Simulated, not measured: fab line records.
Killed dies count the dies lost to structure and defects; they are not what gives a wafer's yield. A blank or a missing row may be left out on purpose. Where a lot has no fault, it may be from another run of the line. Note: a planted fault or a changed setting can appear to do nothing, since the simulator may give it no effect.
Lot-split experiment | flow sky130 | 23 wafers read from 5 lots, route of 708 steps

## THE SPLIT ITSELF
At SKY_METAL3_EXPOSE_10 (exposes mask MM3, target cd 300 nm), the setting dose-mj was moved away from the recipe's 28 on 5 of the 23 wafers read, by -5.6% to -2.5%. For the rest of the wafers, this setting stayed at what the recipe calls for.

## FROM THE SPLIT TO THE READING: what the file shows between them, 2 steps
- SKY_METAL3_PEB_11
- SKY_METAL3_DEVELOP_12: develop time 60 s

## THE READING
cd-nm (nm) at SKY_METAL3_CD_MEAS_13, where the cd target is 300 nm. On this fab line, fault-free wafers typically give 299.8 nm with a standard deviation of 1.3 nm.

wafer  | tool, chamber at the split | dose-mj as run | against the recipe | cd-nm, nm | against lot-mates on the recipe
L074.1 | krf-scanner-01, 0          | 28             | recipe             | 299.8     | -
L074.2 | krf-scanner-01, 0          | 26.43          | -5.6%              | 310.3     | +10.2
L074.4 | krf-scanner-01, 0          | 26.43          | -5.6%              | 311.1     | +11.0
L074.5 | krf-scanner-01, 0          | 26.43          | -5.6%              | 310.9     | +10.8
L074.6 | krf-scanner-01, 0          | 28             | recipe             | 300.4     | -
L078.1 | krf-scanner-02, 0          | 27.3           | -2.5%              | 303.9     | +4.4
L078.2 | krf-scanner-02, 0          | 27.3           | -2.5%              | 304.3     | +4.8
L078.3 | krf-scanner-02, 0          | 28             | recipe             | 299.4     | -
L078.5 | krf-scanner-02, 0          | 28             | recipe             | 299.7     | -
L078.6 | krf-scanner-02, 0          | 28             | recipe             | 299.4     | -
L080.1 | krf-scanner-02, 0          | 28             | recipe             | 299.1     | -
L080.3 | krf-scanner-02, 0          | 28             | recipe             | 299.9     | -
L080.6 | krf-scanner-02, 0          | 28             | recipe             | 299.6     | -
L082.1 | krf-scanner-01, 0          | 28             | recipe             | 299.2     | -
L082.3 | krf-scanner-01, 0          | 28             | recipe             | 299.0     | -
L082.4 | krf-scanner-01, 0          | 28             | recipe             | 300.0     | -
L082.5 | krf-scanner-01, 0          | 28             | recipe             | 301.0     | -
L082.6 | krf-scanner-01, 0          | 28             | recipe             | 298.4     | -
L085.1 | krf-scanner-02, 0          | 28             | recipe             | 298.5     | -
L085.2 | krf-scanner-02, 0          | 28             | recipe             | 299.5     | -
L085.4 | krf-scanner-02, 0          | 28             | recipe             | 299.2     | -
L085.5 | krf-scanner-02, 0          | 28             | recipe             | 299.4     | -
L085.6 | krf-scanner-02, 0          | 28             | recipe             | 299.8     | -

THE FIT
A straight line over all 23 wafers: cd-nm changes by -1.99 nm for each +1% of dose-mj; r = -0.99; the points scatter about the line by 0.59 nm.
The same after taking each lot's own level away (the mean of its wafers on the recipe; 23 wafers): -1.9 nm for each +1%; r = -0.99; scatter 0.54 nm.
According to that fit, moving dose-mj by its largest amount changes the reading by 11 nm.
Measured against the standard deviation above, the lots' own levels, which go from 299.28 to 300.10 nm, span 0.6 times it.
Hence the lot-to-lot level has little effect on the slope; both slopes agree.
Check: for one of the wafers moved furthest among these (-5.6%), held out of the fit, the line's prediction against its lot-mates is +10.8 nm. Against them it came out at +10.2 nm.

## THE WHOLE CHAIN: every reading that the file lists as answering this split, in the file's order
step                  | what it does                                                         | reading                                                       | change (the file's fit)              | r (the file's)
SKY_METAL3_CD_MEAS_13 | target cd 300 nm                                                     | cd-nm                                                         | -1.9 nm for each +1% of the setting  | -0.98
SKY_METAL3_DESCUM_15  | chemistry O2, time 8 s                                               | METAL3.cd-nm (the simulator's own value, which no gauge read) | -1.84 nm for each +1% of the setting | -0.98
SKY_METAL3_ETCH_16    | etches BARC in N2/H2, stops on SiO2, time 88.2 s, target depth 60 nm | METAL3.cd-nm (the simulator's own value, which no gauge read) | -1.68 nm for each +1% of the setting | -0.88

## THE FILE'S OWN FIT
cd-nm changes by -1.9 nm for each +1% of dose-mj, r = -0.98.
